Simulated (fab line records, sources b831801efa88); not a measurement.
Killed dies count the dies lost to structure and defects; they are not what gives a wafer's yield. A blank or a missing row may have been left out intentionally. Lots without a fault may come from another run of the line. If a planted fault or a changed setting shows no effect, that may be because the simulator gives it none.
fab line records | flow sky130 | part 2 of 2: steps 43 to 43 of 43
[record] lots = 7 | wafers = 21 | lastDay = 49
route steps=708 shown FIELD_ISO@15 NWELL@32 DNWELL@35 PWDE@45 PAD_OPEN@708
lots untouched by any fault: they come from a run of this same line in which no faults occurred
startH: hours from the record's opening day to when the first of the lot's shown wafers began | waitH: hours since the lot's step before | " the same as in the row above | L1.1+2: a row that stands for several wafers | - no value, or no start was given | * or withheld: withheld | < > ~ a bound
route shown NAME@n: NAME is a module with steps in the file, n the number in the route of the first one | usual: mean/standard deviation of fault-free wafers | same: alike in all rows | chamber/n: place in a boat | sites: the reading at each site | _std_site: standard deviation of those values | _edge_site: the outer-site mean with the inner-site mean subtracted | radiusMm: how far each site lies from the wafer's centre | mask NAME#n: copy n | behind: the tool/chamber that last shaped the wafer | hold: cause of the lot's hold/its duration in hours/its outcome | device: the n, p or np transistor that did not switch | end of line: the tests these same wafers got at the end of their route | a step given without rows: its recipe and nothing more | killed: dies lost to structure and defects at the first sort, not the wafer's yield | map: shows each die of a wafer: x if killed, . if not, _ if none is there
set.NAME: setting as actually run; set.NAME@STEP: the setting as run at that earlier step | model.NAME: the simulator's own value behind a step, which no gauge read
lots at some steps of the route; a table a step, a row a wafer
services: the hour from which a tool's chamber was out of use, counted from the record's first day as startH (under 0 if before that day), plus the number of hours and why
[[steps]]
[step SKY_PAD_OPEN_PROBE_99]
[usual] killed_at_M0_to_M3 = 43/7.7 | killed_at_M4_up = 2.9/1.9 | killedAtContacts = 24/5.9 | killedAtFrontEnd = 16/5.1 | killedAtOther = 0.3/0.63 | killedDies = 86/10 | killedOpen = 47/7.6 | killedShort = 39/6.8
[same] grossDies = 492 | killedAtBackSide = 0
lot.wafer | tool      | chamber | startH  | waitH | killed_at_M0_to_M3 | killed_at_M4_up | killedAtContacts | killedAtFrontEnd | killedAtOther | killedDies | killedOpen | killedShort | model.etest.diodeNwellSub.leakLog10ACm2 | model.etest.diodeDnwellSub.leakLog10ACm2 | model.etest.diodePwellDnwell.leakLog10ACm2
L752.2    | prober-02 | -       | 1073.25 | 0.1   | 33                 | 0               | 35               | 8                | 0             | 76         | 43         | 33          | -7.45                                   | -7.399                                   | -7.578
L752.4    | prober-02 | -       | 1073.35 | 0.2   | 39                 | 4               | 21               | 23               | 0             | 87         | 48         | 37          | -7.357                                  | -7.33                                    | -7.712
L752.6    | prober-02 | -       | 1073.45 | 0.2   | 41                 | 0               | 16               | 14               | 0             | 71         | 40         | 31          | -7.121                                  | -7.336                                   | -7.551
L756.4    | prober-01 | -       | 1101.69 | 0.2   | 38                 | 7               | 21               | 15               | 1             | 82         | 42         | 40          | -7.645                                  | -7.215                                   | -7.449
L756.5    | prober-01 | -       | 1101.74 | 0.2   | 45                 | 4               | 14               | 12               | 0             | 75         | 38         | 37          | -7.345                                  | -7.354                                   | -7.692
L756.6    | prober-01 | -       | 1101.79 | 0.2   | 40                 | 3               | 25               | 9                | 1             | 78         | 30         | 48          | -7.313                                  | -7.327                                   | -7.777
L758.1    | prober-01 | -       | 1103.80 | 0.1   | 43                 | 10              | 22               | 24               | 1             | 100        | 57         | 42          | -7.315                                  | -7.426                                   | -7.535
L758.4    | prober-01 | -       | 1103.95 | 0.2   | 45                 | 3               | 25               | 19               | 0             | 92         | 50         | 42          | -7.014                                  | -7.034                                   | -7.323
L758.6    | prober-01 | -       | 1104.05 | 0.2   | 55                 | 2               | 30               | 15               | 0             | 102        | 50         | 52          | -7.61                                   | -7.311                                   | -7.58
L759.3    | prober-02 | -       | 1114.80 | 0.2   | 34                 | 0               | 33               | 4                | 1             | 72         | 41         | 31          | -7.36                                   | -7.209                                   | -7.606
L759.5    | prober-02 | -       | 1114.90 | 0.2   | 34                 | 2               | 24               | 6                | 0             | 66         | 38         | 28          | -7.26                                   | -7.497                                   | -7.471
L759.6    | prober-02 | -       | 1114.95 | 0.2   | 44                 | 3               | 21               | 9                | 0             | 77         | 44         | 33          | -7.39                                   | -7.516                                   | -7.657
L765.1    | prober-02 | -       | 1147.76 | 0.1   | 49                 | 1               | 22               | 11               | 0             | 83         | 44         | 39          | -6.864                                  | -7.255                                   | -7.284
L765.4    | prober-02 | -       | 1147.91 | 0.2   | 41                 | 0               | 26               | 17               | 1             | 85         | 41         | 44          | -6.877                                  | -7.065                                   | -7.356
L765.6    | prober-02 | -       | 1148.01 | 0.2   | 43                 | 5               | 25               | 15               | 1             | 89         | 58         | 31          | -7.007                                  | -7.295                                   | -7.146
L768.1    | prober-01 | -       | 1161.89 | 0.1   | 46                 | 5               | 23               | 12               | 1             | 87         | 44         | 43          | -6.878                                  | -6.786                                   | -6.985
L768.4    | prober-01 | -       | 1162.04 | 0.2   | 37                 | 3               | 23               | 12               | 0             | 75         | 47         | 28          | -6.966                                  | -6.96                                    | -7.191
L768.6    | prober-01 | -       | 1162.14 | 0.2   | 47                 | 5               | 21               | 13               | 0             | 86         | 45         | 41          | -7.203                                  | -7.05                                    | -7.167
L769.3    | prober-02 | -       | 1164.77 | 0.2   | 47                 | 0               | 26               | 20               | 0             | 93         | 45         | 48          | -6.801                                  | -6.95                                    | -7.117
L769.5    | prober-02 | -       | 1164.87 | 0.2   | 35                 | 4               | 24               | 14               | 0             | 77         | 38         | 38          | -6.897                                  | -6.813                                   | -7.126
L769.6    | prober-02 | -       | 1164.92 | 0.2   | 44                 | 5               | 27               | 21               | 0             | 97         | 56         | 40          | -6.865                                  | -7.057                                   | -6.931
// killed by level:class
L752.2 LI_CONTACT:geometricParticle:open=15 VIA1:geometricParticle:open=8 CONTACT:geometricParticle:short=7 CONTACT:geometricParticle:open=7 METAL2:geometricParticle:short=7 VIA1:geometricParticle:short=6 VIA2:geometricParticle:open=5 LOCAL_INTERCONNECT:geometricParticle:short=4
L752.4 VIA3:geometricParticle:open=8 LI_CONTACT:geometricParticle:open=7 VIA1:geometricParticle:open=7 FIELD_ISO:geometricParticle:short=6 LOCAL_INTERCONNECT:geometricParticle:short=6 VIA2:geometricParticle:open=6 CONTACT:geometricParticle:open=5 METAL1:geometricParticle:short=5
L752.6 VIA1:geometricParticle:open=11 METAL1:geometricParticle:short=8 VIA3:geometricParticle:open=6 LI_CONTACT:geometricParticle:open=5 CONTACT:geometricParticle:open=5 FIELD_ISO:geometricParticle:open=4 LI_CONTACT:geometricParticle:short=4 METAL2:geometricParticle:short=4
L756.4 VIA1:geometricParticle:open=10 METAL1:geometricParticle:short=9 CONTACT:geometricParticle:open=8 VIA2:geometricParticle:open=6 METAL4:geometricParticle:short=6 LI_CONTACT:geometricParticle:open=5 LOCAL_INTERCONNECT:geometricParticle:short=5 FIELD_ISO:geometricParticle:open=4
L756.5 VIA2:geometricParticle:open=10 CONTACT:geometricParticle:open=6 VIA1:geometricParticle:open=6 METAL1:geometricParticle:short=5 VIA3:geometricParticle:short=5 FIELD_ISO:geometricParticle:short=4 METAL2:geometricParticle:short=4 VIA2:geometricParticle:short=4
L756.6 LOCAL_INTERCONNECT:geometricParticle:short=7 VIA1:geometricParticle:open=7 VIA1:geometricParticle:short=6 LI_CONTACT:geometricParticle:open=5 LI_CONTACT:geometricParticle:short=5 METAL1:geometricParticle:short=5 METAL2:geometricParticle:short=5 METAL3:geometricParticle:short=4
L758.1 CONTACT:geometricParticle:open=12 VIA1:geometricParticle:open=10 METAL2:geometricParticle:short=10 LI_CONTACT:geometricParticle:open=7 FIELD_ISO:geometricParticle:open=6 VIA1:geometricParticle:short=6 METAL4:geometricParticle:short=6 VIA2:geometricParticle:open=5
L758.4 VIA1:geometricParticle:open=13 CONTACT:geometricParticle:open=10 METAL1:geometricParticle:short=6 VIA2:geometricParticle:open=6 LI_CONTACT:geometricParticle:open=5 FIELD_ISO:geometricParticle:short=4 SPACER:geometricParticle:open=4 LI_CONTACT:geometricParticle:short=4
L758.6 LI_CONTACT:geometricParticle:open=12 VIA3:geometricParticle:open=10 CONTACT:geometricParticle:open=9 POLY_GATE:geometricParticle:short=8 METAL1:geometricParticle:short=8 METAL2:geometricParticle:short=8 VIA2:geometricParticle:open=8 VIA2:geometricParticle:short=8
L759.3 LI_CONTACT:geometricParticle:open=12 LOCAL_INTERCONNECT:geometricParticle:short=6 VIA1:geometricParticle:open=6 VIA3:geometricParticle:open=6 VIA1:geometricParticle:short=5 CONTACT:geometricParticle:open=5 LI_CONTACT:geometricParticle:short=4 CONTACT:geometricParticle:short=4
L759.5 CONTACT:geometricParticle:open=8 VIA1:geometricParticle:open=8 METAL3:geometricParticle:short=7 LI_CONTACT:geometricParticle:open=6 LOCAL_INTERCONNECT:geometricParticle:short=5 VIA2:geometricParticle:open=5 VIA3:geometricParticle:open=5 METAL2:geometricParticle:short=4
L759.6 CONTACT:geometricParticle:open=11 VIA3:geometricParticle:open=10 VIA1:geometricParticle:open=8 VIA1:geometricParticle:short=5 METAL1:geometricParticle:short=5 POLY_GATE:geometricParticle:short=4 POLY_GATE:geometricParticle:open=3 LI_CONTACT:geometricParticle:open=3
L765.1 VIA1:geometricParticle:open=8 LI_CONTACT:geometricParticle:open=8 VIA3:geometricParticle:open=8 VIA1:geometricParticle:short=7 METAL1:geometricParticle:short=7 VIA2:geometricParticle:open=7 FIELD_ISO:geometricParticle:short=6 LOCAL_INTERCONNECT:geometricParticle:short=4
L765.4 METAL2:geometricParticle:short=8 VIA3:geometricParticle:open=7 VIA1:geometricParticle:open=7 LI_CONTACT:geometricParticle:open=6 CONTACT:geometricParticle:open=6 VIA1:geometricParticle:short=6 CONTACT:geometricParticle:short=5 METAL1:geometricParticle:short=5
L765.6 VIA1:geometricParticle:open=14 LI_CONTACT:geometricParticle:open=10 FIELD_ISO:geometricParticle:open=7 CONTACT:geometricParticle:open=7 VIA2:geometricParticle:open=6 CONTACT:geometricParticle:short=5 METAL1:geometricParticle:short=5 METAL4:geometricParticle:short=5
L768.1 VIA1:geometricParticle:open=9 VIA3:geometricParticle:open=9 LI_CONTACT:geometricParticle:open=8 METAL1:geometricParticle:short=8 CONTACT:geometricParticle:open=7 LI_CONTACT:geometricParticle:short=4 VIA1:geometricParticle:short=4 VIA2:geometricParticle:open=4
L768.4 CONTACT:geometricParticle:open=12 VIA2:geometricParticle:open=9 LI_CONTACT:geometricParticle:open=6 VIA1:geometricParticle:open=6 VIA3:geometricParticle:open=6 POLY_GATE:geometricParticle:short=4 METAL1:geometricParticle:short=4 CONTACT:geometricParticle:short=3
L768.6 LI_CONTACT:geometricParticle:open=7 METAL1:geometricParticle:short=7 VIA1:geometricParticle:open=7 METAL2:geometricParticle:short=7 VIA2:geometricParticle:open=6 FIELD_ISO:geometricParticle:open=5 VIA3:geometricParticle:open=5 CONTACT:geometricParticle:open=5
L769.3 VIA1:geometricParticle:open=11 LI_CONTACT:geometricParticle:open=9 CONTACT:geometricParticle:open=6 METAL2:geometricParticle:short=6 VIA2:geometricParticle:open=6 FIELD_ISO:geometricParticle:short=5 FIELD_ISO:geometricParticle:open=5 VIA1:geometricParticle:short=5
L769.5 VIA1:geometricParticle:open=11 CONTACT:geometricParticle:open=8 METAL2:geometricParticle:short=6 LI_CONTACT:geometricParticle:open=5 VIA2:geometricParticle:open=5 FIELD_ISO:geometricParticle:short=4 LI_CONTACT:geometricParticle:short=4 CONTACT:geometricParticle:short=4
L769.6 VIA1:geometricParticle:open=18 CONTACT:geometricParticle:open=9 FIELD_ISO:geometricParticle:short=7 VIA3:geometricParticle:open=7 VIA2:geometricParticle:open=6 CONTACT:geometricParticle:short=5 POLY_GATE:geometricParticle:open=5 LI_CONTACT:geometricParticle:open=5
[[services]]
tool           | chamber | startH | hours | kind
cmp-02         | -       | 13.60  | 1.5   | repair
rieDiel-03     | 0       | 19.62  | 10.6  | repair
cmp-01         | -       | 24.35  | 1.6   | repair
cmp-02         | -       | 25.99  | 0.3   | repair
cmp-01         | -       | 27.95  | 1.1   | repair
furnace-02     | -       | 40.43  | 4.4   | pm
rieSi-01       | -       | 53.06  | 2.8   | pm
cmp-01         | -       | 64.00  | 4.0   | pm
plasmaAsher-04 | -       | 67.13  | 30.5  | repair
rieDiel-02     | 2       | 75.84  | 26.5  | repair
rieSi-02       | 0       | 84.28  | 4.0   | repair
furnace-02     | -       | 84.40  | 4.4   | pm
rieDiel-02     | 1       | 85.87  | 7.2   | repair
rieDiel-03     | 2       | 91.33  | 8.7   | repair
rieDiel-02     | 0       | 94.74  | 20.7  | repair
cmp-02         | -       | 103.23 | 2.3   | repair
cmp-02         | -       | 103.65 | 2.4   | repair
plasmaAsher-04 | -       | 108.75 | 9.0   | pm
plasmaAsher-02 | -       | 111.72 | 2.8   | pm
rieDiel-04     | 1       | 111.76 | 5.5   | repair
cmp-01         | -       | 127.34 | 4.0   | pm
furnace-01     | -       | 133.37 | 44.0  | repair
cmp-02         | -       | 158.88 | 0.4   | repair
plasmaAsher-04 | -       | 162.34 | 2.5   | repair
[[key]]
firstSign none at tools or gauges
[modelEffect] step = SKY_PAD_OPEN_PROBE_99 | value = etest.diodeNwellSub.leakLog10ACm2 | without = -7.354 | struck = -6.929
metAt SKY_FIELD_ISO_ANNEAL_26
struckWafers L765.1,L765.4,L765.6,L768.1,L768.4,L768.6,L769.3,L769.5,L769.6
testerLeftOut L765,L768,L769
onsetBetween 63.47 102.94
alsoFits time
[fault] kind = metallicContaminationSource | tool = furnace-02 | chamber = - | onsetH = 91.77 | steps = SKY_FIELD_ISO_ANNEAL_26 | rateCm2PerVisit = 1.3779e+12 | species = metalCuCm2
// testerLeftOut: of these lots the tester's yield and bins aren't shown, on N5 and GAA mostly nor the transistor test; their killed dies are dies lost to structure and defects alone, not to doping, threshold or leakage, so they don't give the yield
